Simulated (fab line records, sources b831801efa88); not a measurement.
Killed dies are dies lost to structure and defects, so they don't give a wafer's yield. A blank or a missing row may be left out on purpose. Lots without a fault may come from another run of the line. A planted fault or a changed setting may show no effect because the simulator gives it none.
A struck lot beside a sound one | flow sky130 | 15 steps out of a route of 708
Sound: wafers L747.1, L747.3, L747.6. Struck: wafers L766.2, L766.4, L766.5. The cause comes at the end.
At each step with rows: each side's tool, then ch and its chambers, then its first start. Under that, the readings that differ: sound wafers | struck wafers | difference of the means | sigmas: that difference in standard deviations of wafers without a fault.
alike: readings whose means differ by less than 2 such deviations, and words and numbers that are the same on both sides. not compared: withheld readings, readings that some wafer has no value for, bounds like >300 that may hide the same value, and numbers for which the record gives no deviation and whose values overlap.
The two part at a step that has a row with sigmas, a row that says differs or no value, or rows on one side only. Numbers that don't overlap but have no deviation are shown without sigmas and don't part them. A reading that every wafer of one side lacks parts them only if that side has two wafers or more.

SKY_CAP2M_METAL_ETCH_13: etches TiN in Cl2/BCl3, stops on SiO2, target depth 220 nm, time 62.9 s.
  sound on rie_metal-02 ch 0,1, day 41 00:59; struck on rie_metal-03 ch 0,1, day 46 06:25
  alike: drypump_motor_current_A, oes_product_au, throttle_valve_pct
  not compared: rf_hours_counter_h
SKY_CAP2M_STRIP_14: strips in O2/N2.
  sound on plasma_asher-04 ch 0,1, day 41 01:04; struck on plasma_asher-04 ch 0, day 46 06:29
  alike: drypump_motor_current_A, oes_product_au, strip_time_to_endpoint_s
  not compared: rf_hours_counter_h
then, 10 steps without rows for these wafers: SKY_CAP2M_STRIP_15 (strips in post etch residue remover, time 1200 s); SKY_CAP2M_CLEAN_16 (cleans in IPA, time 180 s); SKY_CAP2M_CLEAN_17 (cleans in O3/DIW); SKY_METAL4_DEHYDRATE_05 (time 60 s); SKY_METAL4_HMDS_06 (prime time 60 s); SKY_METAL4_COAT_07 (resist thk 60 nm); SKY_METAL4_COAT_08 (resist thk 1140 nm); SKY_METAL4_SOFTBAKE_09 (time 90 s); SKY_METAL4_EXPOSE_10 (exposes mask MM4, target cd 300 nm); SKY_METAL4_PEB_11.
SKY_METAL4_DEVELOP_12: develop time 60 s.
  sound on litho_track-03 ch 0, day 42 01:00; struck on litho_track-03 ch 0, day 47 03:00
  reading              | sound             | struck            | difference | sigmas
  developer_temp_C (C) | 21.02 20.87 21.01 | 21.63 21.54 21.62 | +0.63      | +6
  alike: exhaust_pa, resist_line_temp_C
SKY_METAL4_CD_MEAS_13: target cd 300 nm.
  sound on cd_sem-02, day 42 01:48; struck on cd_sem-01, day 47 03:37
  alike: cd_nm
SKY_PAD_OPEN_PROBE_99:
  the record has rows for the sound wafers here (prober-01, day 46 02:35) and none for the struck ones

WHERE THEY PART
First at SKY_METAL4_DEVELOP_12; last, within this record, at SKY_PAD_OPEN_PROBE_99.

WHY: what the simulator had put in
Process parameter drift: litho_track-03, from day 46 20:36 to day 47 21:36, at SKY_METAL4_DEVELOP_12. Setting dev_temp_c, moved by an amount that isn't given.
